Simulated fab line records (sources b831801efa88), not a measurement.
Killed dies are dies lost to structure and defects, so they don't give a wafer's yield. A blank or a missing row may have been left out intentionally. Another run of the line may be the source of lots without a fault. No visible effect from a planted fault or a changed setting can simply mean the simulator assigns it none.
Shared-tool check + flow sky130 + Sampled: 14 lots, 42 wafers

## REASON IT WAS OPENED
Of 14 lots, 2 have the reading POLY_GATE_CVD_00_THK flagged at SKY_POLY_GATE_THK_MEAS_01. Fault-free wafers read 179.9 nm, with a standard deviation of 1.6.
Rule: a lot gets a flag if all its wafers with a number sit over 4 standard deviations from that mean, or if no wafer of it has a number. All remaining lots are regarded as sound.

| lot  | measured     | on           | POLY_GATE_CVD_00_THK (nm), wafer by wafer | flag    |
|------|--------------|--------------|-------------------------------------------|---------|
| L277 | day 13 19:50 | filmMetro-01 | 179.4 179.7 179.4                         |         |
| L278 | day 14 04:28 | filmMetro-03 | 182.3 184.2 183.6                         |         |
| L279 | day 14 13:55 | filmMetro-03 | 182.4 181.2 180.0                         |         |
| L280 | day 15 03:47 | filmMetro-01 | 177.2 178.5 177.5                         |         |
| L281 | day 15 08:17 | filmMetro-01 | 178.3 180.6 180.1                         |         |
| L282 | day 15 15:51 | filmMetro-01 | 177.0 179.1 179.7                         |         |
| L283 | day 15 21:43 | filmMetro-02 | 180.9 180.2 179.4                         |         |
| L286 | day 17 00:10 | filmMetro-03 | 179.0 178.6 179.4                         |         |
| L288 | day 17 19:40 | filmMetro-03 | 246.2 247.2 245.7                         | FLAGGED |
| L289 | day 18 08:41 | filmMetro-02 | 242.3 242.1 243.3                         | FLAGGED |
| L297 | day 21 04:05 | filmMetro-02 | 178.6 178.1 178.6                         |         |
| L298 | day 21 09:14 | filmMetro-02 | 179.3 179.5 178.1                         |         |
| L299 | day 21 17:31 | filmMetro-01 | 176.8 176.0 179.0                         |         |
| L300 | day 22 00:50 | filmMetro-02 | 179.2 179.2 178.9                         |         |
On average the flagged lots' numbers are 244.5 nm, which is +64.6 nm against the usual, or +40 standard deviations.

## LOT BY LOT: THE TOOL USED
Before the reading, the record contains 3 process steps out of a 708-step route. Each cell gives the tool, then ch followed by the chambers the sampled wafers passed through, then the start.
| lot  | flag    | SKY_SONOS_ONO_STRIP_17              | SKY_GATE_OXIDE_STRIP_13             | SKY_POLY_GATE_CVD_00        |
|------|---------|-------------------------------------|-------------------------------------|-----------------------------|
| L277 |         | plasmaAsher-02 ch 0, day 12 13:14   | plasmaAsher-04 ch 0,1, day 13 16:53 | lpcvd-01 ch 1, day 13 18:38 |
| L278 |         | plasmaAsher-03 ch 0,1, day 12 20:29 | plasmaAsher-04 ch 0,1, day 14 00:44 | lpcvd-01 ch 0, day 14 03:16 |
| L279 |         | plasmaAsher-02 ch 0,1, day 13 04:34 | plasmaAsher-02 ch 0, day 14 09:56   | lpcvd-01 ch 0, day 14 12:43 |
| L280 |         | plasmaAsher-02 ch 0,1, day 13 17:58 | plasmaAsher-02 ch 0,1, day 15 00:34 | lpcvd-01 ch 0, day 15 02:33 |
| L281 |         | plasmaAsher-02 ch 0,1, day 14 00:07 | plasmaAsher-01 ch 0,1, day 15 04:41 | lpcvd-01 ch 1, day 15 07:05 |
| L282 |         | plasmaAsher-02 ch 0,1, day 14 05:20 | plasmaAsher-01 ch 0,1, day 15 10:45 | lpcvd-01 ch 0, day 15 14:37 |
| L283 |         | plasmaAsher-04 ch 0,1, day 14 11:05 | plasmaAsher-04 ch 0, day 15 15:56   | lpcvd-01 ch 1, day 15 20:31 |
| L286 |         | plasmaAsher-04 ch 0,1, day 15 13:32 | plasmaAsher-04 ch 0,1, day 16 20:26 | lpcvd-01 ch 0, day 16 22:58 |
| L288 | FLAGGED | plasmaAsher-02 ch 0,1, day 16 05:50 | plasmaAsher-01 ch 0,1, day 17 13:15 | lpcvd-01 ch 1, day 17 18:26 |
| L289 | FLAGGED | plasmaAsher-02 ch 0,1, day 16 22:14 | plasmaAsher-01 ch 0,1, day 18 05:31 | lpcvd-01 ch 1, day 18 07:28 |
| L297 |         | plasmaAsher-02 ch 0,1, day 19 15:23 | plasmaAsher-04 ch 0,1, day 21 01:09 | lpcvd-01 ch 1, day 21 02:52 |
| L298 |         | plasmaAsher-03 ch 0,1, day 19 21:25 | plasmaAsher-02 ch 0,1, day 21 06:19 | lpcvd-01 ch 0, day 21 08:01 |
| L299 |         | plasmaAsher-03 ch 0,1, day 20 04:31 | plasmaAsher-01 ch 0,1, day 21 13:34 | lpcvd-01 ch 0, day 21 16:19 |
| L300 |         | plasmaAsher-02 ch 0,1, day 20 08:58 | plasmaAsher-04 ch 0,1, day 21 21:17 | lpcvd-01 ch 0, day 21 23:01 |
What these steps do:
- SKY_SONOS_ONO_STRIP_17: strips in O2/N2.
- SKY_GATE_OXIDE_STRIP_13: strips in O2/N2.
- SKY_POLY_GATE_CVD_00: deposits poly-Si, target thk 180 nm, time 720 s.
- SKY_POLY_GATE_THK_MEAS_01

## FLAGGED AGAINST TOTAL, ONE TOOL AT A TIME (gauges that did the reading follow at the end)
| step                      | tool           | lots run | flagged | share of the flagged lots | sound lots run after its first flagged lot |
|---------------------------|----------------|----------|---------|---------------------------|--------------------------------------------|
| SKY_SONOS_ONO_STRIP_17    | plasmaAsher-02 | 9        | 2       | all                       | 2 (L297,L300)                              |
| SKY_SONOS_ONO_STRIP_17    | plasmaAsher-03 | 3        | 0       | none                      | -                                          |
| SKY_SONOS_ONO_STRIP_17    | plasmaAsher-04 | 2        | 0       | none                      | -                                          |
| SKY_GATE_OXIDE_STRIP_13   | plasmaAsher-01 | 5        | 2       | all                       | 1 (L299)                                   |
| SKY_GATE_OXIDE_STRIP_13   | plasmaAsher-02 | 3        | 0       | none                      | -                                          |
| SKY_GATE_OXIDE_STRIP_13   | plasmaAsher-04 | 6        | 0       | none                      | -                                          |
| SKY_POLY_GATE_CVD_00      | lpcvd-01       | 14       | 2       | all                       | 4 (L297,L298,L299,L300)                    |
| SKY_POLY_GATE_THK_MEAS_01 | filmMetro-01   | 5        | 0       | none                      | -                                          |
| SKY_POLY_GATE_THK_MEAS_01 | filmMetro-02   | 5        | 1       | some                      | 3 (L297,L298,L300)                         |
| SKY_POLY_GATE_THK_MEAS_01 | filmMetro-03   | 4        | 1       | some                      | 0                                          |

## THE TABLE: WHAT IT ALLOWS
In the table, 3 rows ran each flagged lot (plasmaAsher-02 at SKY_SONOS_ONO_STRIP_17; plasmaAsher-01 at SKY_GATE_OXIDE_STRIP_13; lpcvd-01 at SKY_POLY_GATE_CVD_00).
- plasmaAsher-02 at SKY_SONOS_ONO_STRIP_17 ran 9 lots, 2 of them flagged. After the first flagged lot (L297, L300), sound lots still ran on it; a lasting fault on the whole tool would not permit that.
- plasmaAsher-01 at SKY_GATE_OXIDE_STRIP_13 ran 5 lots, 2 of them flagged. After the first flagged lot (L299), sound lots still ran on it; a lasting fault on the whole tool would not permit that.
- lpcvd-01 at SKY_POLY_GATE_CVD_00 ran 14 lots, 2 of them flagged. After the first flagged lot (L297, L298, L299, L300), sound lots still ran on it; a lasting fault on the whole tool would not permit that.
No row of the table ran every flagged lot and no sound lot after the first.

## WHAT THE SIMULATOR PUT IN
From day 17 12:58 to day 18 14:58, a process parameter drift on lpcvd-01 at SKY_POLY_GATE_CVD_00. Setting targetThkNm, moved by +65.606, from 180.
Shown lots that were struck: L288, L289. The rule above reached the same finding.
